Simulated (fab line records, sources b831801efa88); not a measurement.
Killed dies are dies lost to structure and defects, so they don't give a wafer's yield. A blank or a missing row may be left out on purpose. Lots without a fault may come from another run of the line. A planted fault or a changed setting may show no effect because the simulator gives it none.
fab line records | flow sky130
record lots=24 wafers=72 last_day=50
route steps=708 shown SD_N@350 LI_CONTACT@381 CONTACT@429 METAL4@634 METAL5@677 PASSIVATION@681
lots that met no fault: from a run of the same line without faults
start_h: hours from the record's first day to the start of the lot's first wafer shown | wait_h: hours since the lot's step before | " the same as in the row above | L1.1+2: a row that stands for several wafers | - no value, or no start given | * or withheld: withheld | < > ~ a bound
route shown NAME@n: a module of which the file shows steps, and the number in the route of the first | usual: mean/standard deviation of fault-free wafers | same: alike in all rows | chamber/n: place in a boat | sites: the reading at each site | _std_site: their standard deviation | _edge_site: outer sites' mean less inner sites' | radius_mm: how far each site lies from the wafer's centre | mask NAME#n: copy n | behind: the tool/chamber that last shaped the wafer | hold: why the lot was held/for how many hours/how that ended | device: the transistor (n, p or np) that didn't switch | end of line: the same wafers' tests at the end of the route | a step without rows: its recipe alone | killed: dies lost to structure and defects at the first sort, not the wafer's yield | map: a wafer's dies, x killed, . not, _ none there
set.NAME: the setting as run; set.NAME@STEP: as run at that earlier step | model.NAME: the simulator's own value behind a step, which no gauge read
steps of the route over a sample of lots; a table a step, a row a wafer
services: from which hour (start_h, from the record's first day; less than 0 if before it) a tool's chamber was out of use, for how many hours, and why
## steps
# step SKY_SD_N_OVL_MEAS_08
# usual SD_N_OVL=0.3/1.4
# columns lot.wafer tool chamber start_h wait_h SD_N_OVL[nm]
L074.4 overlay-01 - 645.98 0.1 -1.9
L074.5 " - " " -1.7
L074.6 " - " " -1.3
L075.4 overlay-01 - 656.22 0.1 0.3
L075.5 " - " " -1.2
L075.6 " - " " 0.6
L077.1 overlay-01 - 672.96 0.1 -0.7
L077.3 " - " " -0.8
L077.4 " - " " 0.3
L076.1 overlay-01 - 674.66 0.1 1.2
L076.4 " - " " 0.9
L076.6 " - " " -0.6
L078.3 overlay-01 - 687.36 0.1 -0.9
L078.4 " - " " -1.4
L078.6 " - " " -1.8
L079.1 overlay-02 - 694.15 0.1 -1.5
L079.2 " - " " 0.0
L079.3 " - " " -0.4
L080.1 overlay-01 - 698.20 0.1 2.5
L080.4 " - " " 2.0
L080.6 " - " " 2.0
L081.3 overlay-01 - 704.66 0.1 -2.2
L081.4 " - " " -3.3
L081.6 " - " " -0.5
L082.3 overlay-02 - 725.06 0.1 -1.7
L082.4 " - " " -0.8
L082.6 " - " " -1.4
L084.2 overlay-02 - 727.52 0.1 1.2
L084.4 " - " " 1.3
L084.5 " - " " 1.1
L083.1 overlay-02 - 729.06 0.1 0.8
L083.4 " - " " -0.1
L083.6 " - " " -0.6
L085.1 overlay-01 - 731.71 0.1 3.3
L085.4 " - " " 3.6
L085.5 " - " " 0.3
L086.3 overlay-01 - 753.97 0.1 1.3
L086.4 " - " " 0.8
L086.6 " - " " -0.6
L087.3 overlay-02 - 754.56 0.1 -1.1
L087.5 " - " " 1.3
L087.6 " - " " 1.8
L088.1 overlay-02 - 761.51 0.1 -0.7
L088.2 " - " " -1.3
L088.5 " - " " -1.1
L089.4 overlay-02 - 763.68 0.1 -0.8
L089.5 " - " " -0.2
L089.6 " - " " -0.2
L090.3 overlay-02 - 782.07 0.1 -0.3
L090.4 " - " " 0.0
L090.5 " - " " -1.1
L091.1 overlay-02 - 782.66 0.1 0.5
L091.2 " - " " 0.1
L091.4 " - " " 2.6
L092.1 overlay-01 - 798.76 0.1 4.2
L092.5 " - " " 3.0
L092.6 " - " " 4.9
L093.1 overlay-02 - 803.35 0.1 0.0
L093.3 " - " " 0.2
L093.5 " - " " 0.8
L094.1 overlay-01 - 806.16 0.1 -0.6
L094.2 " - " " 1.3
L094.5 " - " " 0.0
L095.1 overlay-01 - 825.85 0.1 0.0
L095.3 " - " " 0.7
L095.6 " - " " 0.4
L096.2 overlay-01 - 832.71 0.1 -0.8
L096.3 " - " " -0.3
L096.6 " - " " -0.9
L097.1 overlay-01 - 841.30 0.1 0.4
L097.2 " - " " 1.1
L097.4 " - " " 0.7
# step SKY_LI_CONTACT_SPUTTER_19
# recipe material=Ti target_thk_nm=20 chamber_pressure_pa=5 power_w=2500 substrate_temp_c=200 time_s=106.37
# usual throttle_valve_pct=29.9/0.91
# columns lot.wafer tool chamber start_h wait_h throttle_valve_pct
L074.4 pvd_sputter-04 - 676.68 0.0 29.6
L074.5 " - " " 29.9
L074.6 " - " " 29.7
L075.4 pvd_sputter-02 - 687.28 0.0 31.6
L075.5 " - " " 28.4
L075.6 " - " " 31.8
L077.1 pvd_sputter-04 - 703.02 0.0 30.4
L077.3 " - " " 29.6
L077.4 " - " " 28.9
L076.1 pvd_sputter-01 - 705.45 0.0 29.4
L076.4 " - " " 30.2
L076.6 " - " " 30.9
L078.3 pvd_sputter-04 - 717.02 0.0 29.1
L078.4 " - " " 29.6
L078.6 " - " " 30.6
L079.1 pvd_sputter-02 - 723.87 0.0 30.4
L079.2 " - " " 30.0
L079.3 " - " " 31.7
L080.1 pvd_sputter-01 - 728.09 0.0 31.1
L080.4 " - " " 30.0
L080.6 " - " " 29.6
L081.3 pvd_sputter-04 - 734.58 0.0 29.5
L081.4 " - " " 30.5
L081.6 " - " " 30.2
L082.3 pvd_sputter-02 - 755.43 0.0 31.5
L082.4 " - " " 28.1
L082.6 " - " " 31.6
L084.2 pvd_sputter-01 - 757.47 0.0 29.3
L084.4 " - " " 29.8
L084.5 " - " " 29.9
L083.1 pvd_sputter-04 - 758.96 0.0 29.5
L083.4 " - " " 28.7
L083.6 " - " " 29.7
L085.1 pvd_sputter-04 - 762.06 0.0 29.3
L085.4 " - " " 28.9
L085.5 " - " " 30.6
L086.3 pvd_sputter-04 - 783.30 0.0 30.1
L086.4 " - " " 29.1
L086.6 " - " " 29.0
L087.3 pvd_sputter-02 - 784.06 0.0 30.1
L087.5 " - " " 30.0
L087.6 " - " " 30.5
L088.1 pvd_sputter-01 - 790.03 0.0 29.9
L088.2 " - " " 30.1
L088.5 " - " " 29.4
L089.4 pvd_sputter-04 - 792.81 0.0 29.0
L089.5 " - " " 30.1
L089.6 " - " " 29.4
L090.3 pvd_sputter-02 - 811.11 0.0 31.8
L090.4 " - " " 28.0
L090.5 " - " " 31.5
L091.1 pvd_sputter-01 - 811.32 0.0 29.6
L091.2 " - " " 29.7
L091.4 " - " " 31.1
L092.1 pvd_sputter-01 - 827.64 0.0 31.0
L092.5 " - " " 29.6
L092.6 " - " " 30.9
L093.1 pvd_sputter-01 - 832.22 0.0 31.2
L093.3 " - " " 29.7
L093.5 " - " " 29.3
L094.1 pvd_sputter-02 - 834.79 0.0 28.3
L094.2 " - " " 30.0
L094.5 " - " " 28.3
L095.1 pvd_sputter-01 - 854.63 0.0 30.8
L095.3 " - " " 30.2
L095.6 " - " " 29.6
L096.2 pvd_sputter-02 - 861.52 0.0 30.2
L096.3 " - " " 32.0
L096.6 " - " " 30.1
L097.1 pvd_sputter-02 - 870.28 0.0 30.3
L097.2 " - " " 31.7
L097.4 " - " " 28.2
# step SKY_CONTACT_SPUTTER_23
# recipe material=TiN target_thk_nm=20 chamber_pressure_pa=5 power_w=4000 time_s=80
# usual throttle_valve_pct=30.0/0.99
# columns lot.wafer tool chamber start_h wait_h throttle_valve_pct
L074.4 pvd_sputter-02 - 736.16 0.0 30.3
L074.5 " - " " 29.8
L074.6 " - " " 28.3
L075.4 pvd_sputter-01 - 745.24 0.0 29.6
L075.5 " - " " 31.0
L075.6 " - " " 29.3
L077.1 pvd_sputter-02 - 762.71 0.0 31.8
L077.3 " - " " 30.1
L077.4 " - " " 29.9
L076.1 pvd_sputter-02 - 763.70 0.0 31.4
L076.4 " - " " 30.2
L076.6 " - " " 30.1
L078.3 pvd_sputter-02 - 774.61 0.0 28.4
L078.4 " - " " 30.2
L078.6 " - " " 28.1
L079.1 pvd_sputter-02 - 782.46 0.0 28.4
L079.2 " - " " 30.4
L079.3 " - " " 31.5
L080.1 pvd_sputter-02 - 785.64 0.0 30.2
L080.4 " - " " 28.2
L080.6 " - " " 30.3
L081.3 pvd_sputter-01 - 792.77 0.0 29.5
L081.4 " - " " 31.0
L081.6 " - " " 30.9
L082.3 pvd_sputter-02 - 812.36 0.0 30.0
L082.4 " - " " 31.7
L082.6 " - " " 29.9
L084.2 pvd_sputter-03 - 814.81 0.0 30.1
L084.4 " - " " 30.9
L084.5 " - " " 30.7
L083.1 pvd_sputter-02 - 816.06 0.0 30.3
L083.4 " - " " 28.2
L083.6 " - " " 31.6
L085.1 pvd_sputter-03 - 818.66 0.0 30.3
L085.4 " - " " 30.8
L085.5 " - " " 30.4
L086.3 pvd_sputter-01 - 839.13 0.0 31.0
L086.4 " - " " 29.8
L086.6 " - " " 31.0
L087.3 pvd_sputter-02 - 840.96 0.0 27.9
L087.5 " - " " 30.2
L087.6 " - " " 30.4
L088.1 pvd_sputter-01 - 846.98 0.0 29.5
L088.2 " - " " 31.0
L088.5 " - " " 30.8
L089.4 pvd_sputter-01 - 849.89 0.0 29.5
L089.5 " - " " 29.5
L089.6 " - " " 31.1
L090.3 pvd_sputter-02 - 866.27 0.0 30.2
L090.4 " - " " 28.1
L090.5 " - " " 30.4
L091.1 pvd_sputter-01 - 866.63 0.0 29.6
L091.2 " - " " 29.5
L091.4 " - " " 30.2
L092.1 pvd_sputter-01 - 883.81 0.0 29.7
L092.5 " - " " 31.0
L092.6 " - " " 29.7
L093.1 pvd_sputter-03 - 887.96 0.0 28.6
L093.3 " - " " 30.9
L093.5 " - " " 31.0
L094.1 pvd_sputter-02 - 890.43 0.0 31.5
L094.2 " - " " 30.0
L094.5 " - " " 29.9
L095.1 pvd_sputter-03 - 909.23 0.0 31.1
L095.3 " - " " 28.6
L095.6 " - " " 28.7
L096.2 pvd_sputter-03 - 917.01 0.0 29.9
L096.3 " - " " 31.3
L096.6 " - " " 30.1
L097.1 pvd_sputter-03 - 925.03 0.0 31.2
L097.2 " - " " 30.4
L097.4 " - " " 28.6
# step SKY_METAL4_METAL_ETCH_18
# recipe target_depth_a=8450 stop_on=SiO2 over_etch_frac=0.3 time_s=183.1 chemistry=Cl2/BCl3 resist_sidewall_deg=88 pressure_mtorr=10 icp_w=900 bias_w=48.5 Cl2_flow_sccm=60 bcl3_flow_sccm=30
# usual bias_w=48.51/0.14 drypump_motor_current_A=5.9/0.4 oes_product_au=0.866/0.0055 throttle_valve_pct=22.265/0.0092
# columns lot.wafer tool chamber start_h wait_h bias_w drypump_motor_current_A oes_product_au rf_hours_counter_h throttle_valve_pct
L074.4 rie_metal-03 0 984.11 0.1 48.65 5.7 0.864 - 22.261
L074.5 " 0 " " 48.78 5.7 0.858 - 22.277
L074.6 " 1 " " 48.59 5.8 0.862 - 22.249
L075.4 rie_metal-03 0 991.25 0.1 48.72 5.7 0.863 - 22.269
L075.5 " 1 " " 48.42 5.8 0.867 - 22.258
L075.6 " 0 " " 48.70 5.7 0.871 - 22.271
L077.1 rie_metal-02 1 1007.59 0.0 48.61 5.5 0.865 15 22.276
L077.3 " 1 " " 48.56 5.5 0.862 - 22.256
L077.4 " 1 " " 48.71 5.5 0.868 - 22.263
L076.1 rie_metal-02 1 1008.60 0.0 48.22 5.5 0.866 15 22.253
L076.4 " 1 " " 48.42 5.5 0.864 - 22.257
L076.6 " 1 " " 48.25 5.5 0.871 - 22.278
L078.3 rie_metal-02 1 1016.67 0.1 48.53 5.5 0.880 - 22.275
L078.4 " 1 " " 48.56 5.5 0.862 - 22.273
L078.6 " 1 " " 48.57 5.5 0.863 - 22.266
L079.1 rie_metal-02 1 1022.29 0.0 48.24 5.5 0.869 17 22.260
L079.2 " 0 " " 48.39 5.5 0.860 0 22.262
L079.3 " 0 " " 48.39 5.5 0.866 - 22.266
L080.1 rie_metal-03 0 1026.30 0.0 48.47 5.7 0.874 23 22.243
L080.4 " 0 " " 48.65 5.7 0.864 - 22.260
L080.6 " 0 " " 48.54 5.7 0.867 - 22.265
L081.3 rie_metal-04 1 1032.50 0.1 48.33 6.0 0.869 - 22.267
L081.4 " 0 " " 48.73 6.7 0.865 - 22.280
L081.6 " 1 " " 48.21 5.9 0.858 - 22.266
L082.3 rie_metal-04 0 1049.70 0.1 48.36 6.6 0.862 - 22.275
L082.4 " 1 " " 48.47 6.0 0.874 - 22.275
L082.6 " 0 " " 48.47 6.6 0.858 - 22.275
L084.2 rie_metal-03 1 1053.20 0.1 48.38 5.8 0.869 - 22.248
L084.4 " 1 " " 48.74 5.8 0.860 - 22.268
L084.5 " 1 " " 48.59 5.8 0.864 - 22.242
L083.1 rie_metal-04 1 1054.25 0.0 48.54 5.9 0.862 6 22.259
L083.4 " 1 " " 48.44 5.9 0.859 - 22.250
L083.6 " 1 " " 48.29 5.9 0.876 - 22.262
L085.1 rie_metal-04 0 1055.62 0.0 48.43 6.6 0.860 19 22.253
L085.4 " 0 " " 48.36 6.6 0.873 - 22.263
L085.5 " 0 " " 48.38 6.6 0.856 - 22.273
L086.3 rie_metal-02 1 1071.35 0.1 48.40 5.5 0.872 - 22.274
L086.4 " 0 " " 48.28 5.5 0.874 - 22.274
L086.6 " 0 " " 48.41 5.5 0.866 - 22.264
L087.3 rie_metal-04 1 1075.25 0.1 48.55 6.0 0.862 - 22.268
L087.5 " 1 " " 48.56 6.0 0.861 - 22.273
L087.6 " 0 " " 48.44 6.6 0.865 - 22.253
L088.1 rie_metal-02 0 1078.25 0.0 48.51 5.5 0.862 4 22.260
L088.2 " 1 " " 48.66 5.5 0.874 21 22.264
L088.5 " 1 " " 48.66 5.5 0.864 - 22.267
L089.4 rie_metal-02 0 1080.26 0.1 48.68 5.5 0.869 - 22.278
L089.5 " 1 " " 48.55 5.5 0.865 - 22.256
L089.6 " 0 " " 48.38 5.5 0.869 - 22.267
L090.3 rie_metal-04 0 1092.35 0.1 48.47 6.6 0.866 - 22.268
L090.4 " 1 " " 48.43 6.0 0.867 - 22.266
L090.5 " 1 " " 48.49 5.9 0.860 - 22.278
L091.1 rie_metal-03 1 1093.14 0.0 48.49 5.8 0.879 10 22.260
L091.2 " 0 " " 48.53 5.7 0.870 2 22.262
L091.4 " 1 " " 48.57 5.8 0.879 - 22.255
L092.1 rie_metal-04 1 1108.20 0.0 48.68 5.9 0.857 10 22.266
L092.5 " 1 " " 48.65 5.9 0.861 - 22.262
L092.6 " 0 " " 48.42 6.6 0.860 - 22.263
L093.1 rie_metal-02 1 1110.94 0.0 48.73 5.5 0.870 23 22.261
L093.3 " 0 " " 48.46 5.5 0.864 - 22.249
L093.5 " 1 " " 48.60 5.5 0.862 - 22.281
L094.1 rie_metal-03 0 1114.34 0.0 48.46 5.7 0.866 4 22.258
L094.2 " 1 " " 48.56 5.8 0.876 12 22.265
L094.5 " 1 " " 48.26 5.8 0.873 - 22.270
L095.1 rie_metal-04 0 1127.95 0.0 48.48 6.6 0.868 24 22.270
L095.3 " 1 " " 48.54 6.0 0.868 - 22.262
L095.6 " 1 " " 48.66 5.9 0.864 - 22.249
L096.2 rie_metal-03 0 1132.49 0.0 48.43 5.6 0.865 5 22.273
L096.3 " 0 " " 48.48 5.7 0.869 - 22.261
L096.6 " 0 " " 48.39 5.7 0.862 - 22.264
L097.1 rie_metal-04 1 1140.14 0.0 48.47 5.9 0.866 12 22.269
L097.2 " 0 " " 48.20 6.6 0.865 25 22.285
L097.4 " 1 " " 48.45 5.9 0.859 - 22.280
# step SKY_METAL5_STRIP_16
# recipe chemistry=O2/N2 power_w=1400 pressure_mtorr=1500 platen_temp_c=withheld o2_flow_sccm=3000 n2_flow_sccm=300 overash_fraction=0.5
# usual drypump_motor_current_A=5.87/0.27 oes_product_au=0.711/0.0044 strip_time_to_endpoint_s=12.98/0.1
# columns lot.wafer tool chamber start_h wait_h drypump_motor_current_A oes_product_au rf_hours_counter_h strip_time_to_endpoint_s
L074.4 plasma_asher-01 1 1034.28 0.1 5.86 0.711 - 12.95
L074.5 " 0 " " 5.60 0.707 - 12.91
L074.6 " 1 " " 5.86 0.712 - 12.92
L075.4 plasma_asher-01 0 1041.61 0.1 5.60 0.710 - 13.14
L075.5 " 1 " " 5.89 0.709 - 13.14
L075.6 " 0 " " 5.59 0.712 - 13.04
L077.1 plasma_asher-03 0 1056.70 0.2 6.12 0.712 63 12.85
L077.3 " 1 " " 5.43 0.708 - 12.92
L077.4 " 0 " " 6.12 0.717 - 12.86
L076.1 plasma_asher-02 0 1057.01 0.2 5.90 0.714 30 13.21
L076.4 " 1 " " 6.27 0.702 - 13.13
L076.6 " 1 " " 6.31 0.709 - 12.91
L078.3 plasma_asher-01 1 1065.13 0.1 5.88 0.709 - 12.81
L078.4 " 0 " " 5.60 0.715 - 13.00
L078.6 " 0 " " 5.62 0.704 - 12.83
L079.1 plasma_asher-03 1 1069.57 0.2 5.42 0.720 64 12.98
L079.2 " 0 " " 6.11 0.712 64 13.06
L079.3 " 1 " " 5.42 0.708 - 13.03
L080.1 plasma_asher-02 0 1073.26 0.2 5.80 0.720 32 13.13
L080.4 " 1 " " 6.27 0.719 - 12.84
L080.6 " 1 " " 6.28 0.713 - 12.98
L081.3 plasma_asher-01 0 1080.01 0.1 5.61 0.706 - 12.92
L081.4 " 1 " " 5.85 0.713 - 13.10
L081.6 " 0 " " 5.62 0.709 - 12.95
L082.3 plasma_asher-02 0 1095.76 0.1 5.88 0.715 - 13.09
L082.4 " 1 " " 6.26 0.715 - 12.92
L082.6 " 1 " " 6.29 0.709 - 12.92
L084.2 plasma_asher-03 0 1098.80 0.2 6.12 0.707 67 13.07
L084.4 " 0 " " 6.12 0.708 - 13.14
L084.5 " 0 " " 6.12 0.707 - 12.85
L083.1 plasma_asher-01 0 1099.58 0.2 5.59 0.711 3 12.98
L083.4 " 0 " " 5.58 0.713 - 12.80
L083.6 " 0 " " 5.60 0.709 - 12.78
L085.1 plasma_asher-01 0 1101.66 0.2 5.60 0.709 4 12.90
L085.4 " 1 " " 5.85 0.712 - 13.00
L085.5 " 1 " " 5.85 0.714 - 12.83
L086.3 plasma_asher-02 1 1116.05 0.1 6.25 0.705 - 13.08
L086.4 " 0 " " 5.89 0.710 - 12.94
L086.6 " 1 " " 6.24 0.716 - 13.00
L087.3 plasma_asher-01 0 1119.13 0.1 5.59 0.713 - 13.04
L087.5 " 0 " " 5.59 0.717 - 12.96
L087.6 " 1 " " 5.85 0.711 - 13.08
L088.1 plasma_asher-02 1 1123.35 0.2 6.24 0.716 37 12.95
L088.2 " 0 " " 5.84 0.711 37 12.98
L088.5 " 1 " " 6.26 0.716 - 12.98
L089.4 plasma_asher-02 0 1124.50 0.1 5.86 0.707 - 12.87
L089.5 " 1 " " 6.28 0.711 - 12.84
L089.6 " 0 " " 5.85 0.711 - 12.95
L090.3 plasma_asher-03 1 1134.31 0.1 5.44 0.708 - 12.93
L090.4 " 0 " " 6.12 0.713 - 12.96
L090.5 " 0 " " 6.11 0.704 - 13.07
L091.1 plasma_asher-02 0 1135.48 0.2 5.82 0.712 39 13.03
L091.2 " 1 " " 6.26 0.716 39 12.96
L091.4 " 0 " " 5.88 0.713 - 13.04
L092.1 plasma_asher-02 1 1150.00 0.2 6.32 0.704 40 12.92
L092.5 " 0 " " 5.89 0.701 - 12.96
L092.6 " 1 " " 6.29 0.707 - 13.16
L093.1 plasma_asher-03 1 1152.91 0.2 5.43 0.711 70 13.22
L093.3 " 1 " " 5.44 0.711 - 13.15
L093.5 " 0 " " 6.12 0.719 - 13.11
L094.1 plasma_asher-01 0 1154.65 0.2 5.61 0.708 9 12.98
L094.2 " 1 " " 5.88 0.716 9 12.81
L094.5 " 1 " " 5.86 0.710 - 13.01
L095.1 plasma_asher-02 0 1168.23 0.2 5.90 0.704 42 13.02
L095.3 " 0 " " 5.89 0.705 - 13.04
L095.6 " 0 " " 5.91 0.708 - 12.93
L096.2 plasma_asher-01 0 1172.20 0.2 5.57 0.713 11 13.06
L096.3 " 0 " " 5.59 0.701 - 13.09
L096.6 " 1 " " 5.87 0.710 - 13.07
L097.1 plasma_asher-01 1 1177.30 0.2 5.84 0.717 12 12.98
L097.2 " 0 " " 5.60 0.709 12 12.93
L097.4 " 0 " " 5.61 0.712 - 12.92
# step SKY_PASSIVATION_CVD_00
# recipe material=SiO2 target_thk_nm=90 temp_c=400 time_s=withheld rf_w=600
# usual heater_power_w=669/92
# columns lot.wafer tool chamber start_h wait_h heater_power_w
L074.4 pecvd-02 2 1034.89 0.0 561
L074.5 " 0 " " 608
L074.6 " 1 " " 736
L075.4 pecvd-01 1 1042.18 0.0 735
L075.5 " 2 " " 807
L075.6 " 0 " " 615
L077.1 pecvd-01 0 1057.33 0.0 618
L077.3 " 1 " " 688
L077.4 " 0 " " 591
L076.1 pecvd-03 2 1057.63 0.0 639
L076.4 " 0 " " 554
L076.6 " 1 " " 671
L078.3 pecvd-01 0 1065.73 0.0 646
L078.4 " 2 " " 728
L078.6 " 0 " " 642
L079.1 pecvd-01 2 1070.17 0.0 751
L079.2 " 1 " " 692
L079.3 " 0 " " 632
L080.1 pecvd-01 0 1073.85 0.0 552
L080.4 " 0 " " 564
L080.6 " 0 " " 572
L081.3 pecvd-03 1 1080.76 0.0 681
L081.4 " 0 " " 613
L081.6 " 2 " " 684
L082.3 pecvd-03 1 1096.32 0.0 697
L082.4 " 2 " " 670
L082.6 " 1 " " 727
L084.2 pecvd-02 0 1099.54 0.0 560
L084.4 " 2 " " 503
L084.5 " 0 " " 571
L083.1 pecvd-03 2 1100.64 0.0 692
L083.4 " 2 " " 710
L083.6 " 1 " " 691
L085.1 pecvd-01 0 1102.45 0.0 642
L085.4 " 2 " " 817
L085.5 " 1 " " 661
L086.3 pecvd-01 2 1116.64 0.0 798
L086.4 " 1 " " 682
L086.6 " 2 " " 803
L087.3 pecvd-03 0 1119.69 0.0 647
L087.5 " 2 " " 608
L087.6 " 0 " " 655
L088.1 pecvd-02 0 1124.07 0.0 527
L088.2 " 2 " " 537
L088.5 " 2 " " 552
L089.4 pecvd-01 0 1125.11 0.0 578
L089.5 " 1 " " 659
L089.6 " 2 " " 767
L090.3 pecvd-01 0 1134.87 0.0 661
L090.4 " 1 " " 764
L090.5 " 2 " " 758
L091.1 pecvd-02 0 1136.07 0.0 543
L091.2 " 1 " " 739
L091.4 " 1 " " 760
L092.1 pecvd-02 0 1150.71 0.0 502
L092.5 " 0 " " 518
L092.6 " 2 " " 554
L093.1 pecvd-02 1 1153.57 0.0 828
L093.3 " 2 " " 559
L093.5 " 2 " " 552
L094.1 pecvd-03 0 1155.24 0.0 592
L094.2 " 2 " " 607
L094.5 " 2 " " 620
L095.1 pecvd-03 1 1169.35 0.0 777
L095.3 " 2 " " 721
L095.6 " 2 " " 714
L096.2 pecvd-01 0 1172.88 0.0 670
L096.3 " 1 " " 692
L096.6 " 1 " " 697
L097.1 pecvd-02 0 1177.89 0.0 549
L097.2 " 1 " " 776
L097.4 " 0 " " 555
## services
# columns tool chamber start_h hours kind
pvd_sputter-02 - 667.85 1.9 repair
plasma_asher-01 - 679.84 7.2 repair
pecvd-01 1 683.10 7.0 repair
pecvd-01 - 726.13 1.1 repair
plasma_asher-02 - 730.24 5.4 repair
rie_metal-04 1 735.37 4.0 repair
plasma_asher-02 - 735.64 9.0 pm
pvd_sputter-01 - 765.12 3.5 repair
rie_metal-04 - 776.37 1.4 pm
plasma_asher-01 - 810.23 2.2 repair
plasma_asher-02 - 817.25 2.8 pm
rie_metal-04 - 834.16 14.6 pm
plasma_asher-01 - 851.62 15.6 pm
rie_metal-04 - 851.75 0.1 repair
pvd_sputter-01 - 879.24 2.2 repair
pecvd-01 1 891.35 1.8 repair
pvd_sputter-02 - 937.49 1.6 repair
pvd_sputter-01 - 1000.03 7.2 repair
pvd_sputter-02 - 1043.53 17.0 repair
pecvd-01 - 1050.51 4.6 repair
plasma_asher-01 - 1055.25 9.0 pm
pvd_sputter-02 - 1080.21 1.8 repair
pvd_sputter-02 - 1115.63 2.2 repair
pvd_sputter-02 - 1147.49 2.5 repair
## key
fault none
